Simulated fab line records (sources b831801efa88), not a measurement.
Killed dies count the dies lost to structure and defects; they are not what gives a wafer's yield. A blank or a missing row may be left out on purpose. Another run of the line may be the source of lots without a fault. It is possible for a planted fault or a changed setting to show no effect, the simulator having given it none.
Which tool is to blame? | flow sky130 | 45 wafers from 15 lots sampled at 4 of the route's 708 steps

== WHAT THE GAUGES SHOWED, per wafer ==
SKY_CAP2M_OVL_MEAS_12. Usual: CAP2M_OVL gives -0.6 nm (standard deviation 1).
lot  | measured     | on         | CAP2M_OVL (nm) | flag
L130 | day 41 04:50 | overlay-01 | -1.2 -0.3 -0.9 |
L131 | day 41 09:43 | overlay-01 | 0.4 0.2 -0.3   |
L132 | day 41 10:37 | overlay-01 | -0.3 -0.8 0.0  |
L135 | day 42 12:29 | overlay-02 | 0.3 -1.3 -0.1  |
L138 | day 43 00:34 | overlay-02 | 0.8 -0.8 -0.7  |
L139 | day 43 10:14 | overlay-01 | 0.9 1.2 1.0    |
L140 | day 43 18:24 | overlay-02 | -0.8 -0.8 -1.1 |
L141 | day 44 05:40 | overlay-02 | 0.5 -0.7 -0.4  |
L142 | day 44 09:43 | overlay-01 | -0.4 -0.7 -1.4 |
L143 | day 44 15:52 | overlay-02 | -0.3 0.1 -0.9  |
L148 | day 45 20:34 | overlay-01 | -0.4 -0.7 -1.1 |
L149 | day 46 04:16 | overlay-01 | -0.5 -0.9 0.8  |
L150 | day 46 07:05 | overlay-01 | -1.7 -1.4 -1.8 |
L152 | day 46 14:08 | overlay-02 | -0.7 -1.5 -2.1 |
L153 | day 46 23:08 | overlay-02 | -0.2 -0.7 -0.5 |

== WHAT TOOL EACH LOT RAN ON (gives the tool, then ch and the chambers of the sampled wafers, and finally the start) ==
lot  | SKY_VIA3_CMP_02               | SKY_METAL4_SPUTTER_00        | SKY_CAP2M_CVD_00
L130 | cmp-02 ch 0,1,3, day 39 02:34 | pvd-sputter-01, day 40 04:35 | pecvd-01 ch 0,2, day 40 04:45
L131 | cmp-02 ch 0,2,3, day 39 06:06 | pvd-sputter-01, day 40 09:02 | pecvd-04 ch 0,1,2, day 40 09:11
L132 | cmp-02 ch 0,1,3, day 39 08:16 | pvd-sputter-03, day 40 10:38 | pecvd-01 ch 1,2, day 40 10:48
L135 | cmp-02 ch 0,1,3, day 40 11:36 | pvd-sputter-03, day 41 13:12 | pecvd-01 ch 1,2, day 41 13:21
L138 | cmp-02 ch 0,3, day 41 00:04   | pvd-sputter-03, day 42 01:29 | pecvd-01 ch 0,1,2, day 42 01:38
L139 | cmp-02 ch 1,2,3, day 41 09:25 | pvd-sputter-03, day 42 10:58 | pecvd-02 ch 1,2, day 42 11:08
L140 | cmp-01 ch 0,2,3, day 41 18:34 | pvd-sputter-03, day 42 19:52 | pecvd-01 ch 1,2, day 42 20:01
L141 | cmp-02 ch 0,3, day 42 06:16   | pvd-sputter-01, day 43 07:04 | pecvd-02 ch 0,1,2, day 43 07:13
L142 | cmp-01 ch 0,2, day 42 10:37   | pvd-sputter-04, day 43 11:06 | pecvd-02 ch 1,2, day 43 11:15
L143 | cmp-02 ch 1,3, day 42 15:56   | pvd-sputter-04, day 43 17:09 | pecvd-04 ch 1,2, day 43 17:18
L148 | cmp-02 ch 0,1, day 43 23:22   | pvd-sputter-04, day 44 23:13 | pecvd-02 ch 0,1, day 44 23:22
L149 | cmp-02 ch 0,1, day 44 07:41   | pvd-sputter-04, day 45 07:50 | pecvd-02 ch 0,1,2, day 45 08:00
L150 | cmp-01 ch 1,2, day 44 09:57   | pvd-sputter-01, day 45 09:26 | pecvd-01 ch 1,2, day 45 09:35
L152 | cmp-01 ch 0,3, day 44 17:19   | pvd-sputter-01, day 45 17:23 | pecvd-04 ch 0,2, day 45 17:32
L153 | cmp-02 ch 1,2,3, day 45 04:04 | pvd-sputter-03, day 46 03:05 | pecvd-02 ch 0,1, day 46 03:14
- SKY_VIA3_CMP_02: polishes SiO2.
- SKY_METAL4_SPUTTER_00: material Ti, target thk 15 nm, time 10 s.
- SKY_CAP2M_CVD_00: deposits SiO2, target thk 15.5 nm.

== AS READ BY THE TOOLS THEMSELVES (means over the sampled wafers that have a number; for cases with no such wafer, the mark the record gives instead) ==
SKY_VIA3_CMP_02. Usual: motor-current-A 11.5 A, standard deviation 1.1.
lot  | tool   | motor-current-A (A) | flag
L130 | cmp-02 | 10.9                |
L131 | cmp-02 | 11.5                |
L132 | cmp-02 | 11.2                |
L135 | cmp-02 | 11.0                |
L138 | cmp-02 | 10.9                |
L139 | cmp-02 | 12.0                |
L140 | cmp-01 | 11.3                |
L141 | cmp-02 | 11.3                |
L142 | cmp-01 | 10.6                |
L143 | cmp-02 | 11.6                |
L148 | cmp-02 | 11.6                |
L149 | cmp-02 | 11.0                |
L150 | cmp-01 | 12.4                |
L152 | cmp-01 | 11.3                |
L153 | cmp-02 | 11.9                |

SKY_METAL4_SPUTTER_00. Usual: throttle-valve-pct 30.7 %, standard deviation 0.8.
lot  | tool           | throttle-valve-pct (%) | flag
L130 | pvd-sputter-01 | 31.7                   |
L131 | pvd-sputter-01 | 30.9                   |
L132 | pvd-sputter-03 | 30.4                   |
L135 | pvd-sputter-03 | 30.4                   |
L138 | pvd-sputter-03 | 30.1                   |
L139 | pvd-sputter-03 | 30.1                   |
L140 | pvd-sputter-03 | 29.9                   |
L141 | pvd-sputter-01 | 30.8                   |
L142 | pvd-sputter-04 | 30.1                   |
L143 | pvd-sputter-04 | 30.2                   |
L148 | pvd-sputter-04 | 31.0                   |
L149 | pvd-sputter-04 | 30.6                   |
L150 | pvd-sputter-01 | 30.7                   |
L152 | pvd-sputter-01 | 31.2                   |
L153 | pvd-sputter-03 | 30.2                   |

SKY_CAP2M_CVD_00. Usual: heater-power-outer-w 402 W, standard deviation 74; heater-power-w 688 W, standard deviation 95.
lot  | tool     | heater-power-outer-w (W) | heater-power-w (W) | flag
L130 | pecvd-01 | 448                      | 733                |
L131 | pecvd-04 | 449                      | 696                |
L132 | pecvd-01 | 446                      | 712                |
L135 | pecvd-01 | 364                      | 606                |
L138 | pecvd-01 | 388                      | 674                |
L139 | pecvd-02 | 368                      | 707                |
L140 | pecvd-01 | 352                      | 592                |
L141 | pecvd-02 | 399                      | 717                |
L142 | pecvd-02 | 431                      | 768                |
L143 | pecvd-04 | 444                      | 712                |
L148 | pecvd-02 | -                        | -                  | OFF
L149 | pecvd-02 | -                        | -                  | OFF
L150 | pecvd-01 | -                        | -                  | OFF
L152 | pecvd-04 | 406                      | 647                |
L153 | pecvd-02 | 404                      | 733                |

== THE ANSWER, worked out from the rows above alone ==
Rule: a lot counts as off when the mean over its wafers that have a number is more than 3 standard deviations away from the usual mean. A lot without any number at a reading at which 4 lots or more have one is off too. Any other lot the step has rows for is counted as sound. Order of review: gauges by route order, followed by the tools' own readings, for which a lot's mean as printed above is used. At the first step where some lot is off, the reading lying furthest off is the one used; lots without a number count as furthest.
Off at SKY_CAP2M_CVD_00 (heater-power-outer-w): L148, L149, L150. Without a number there: L148, L149, L150.
If a tool, at that step or one of the process steps before it, ran each lot that is off and ran no sound lot following the first of them, it fits. Of those tried, none fits.

== WHAT THE SIMULATOR HAD INSERTED ==
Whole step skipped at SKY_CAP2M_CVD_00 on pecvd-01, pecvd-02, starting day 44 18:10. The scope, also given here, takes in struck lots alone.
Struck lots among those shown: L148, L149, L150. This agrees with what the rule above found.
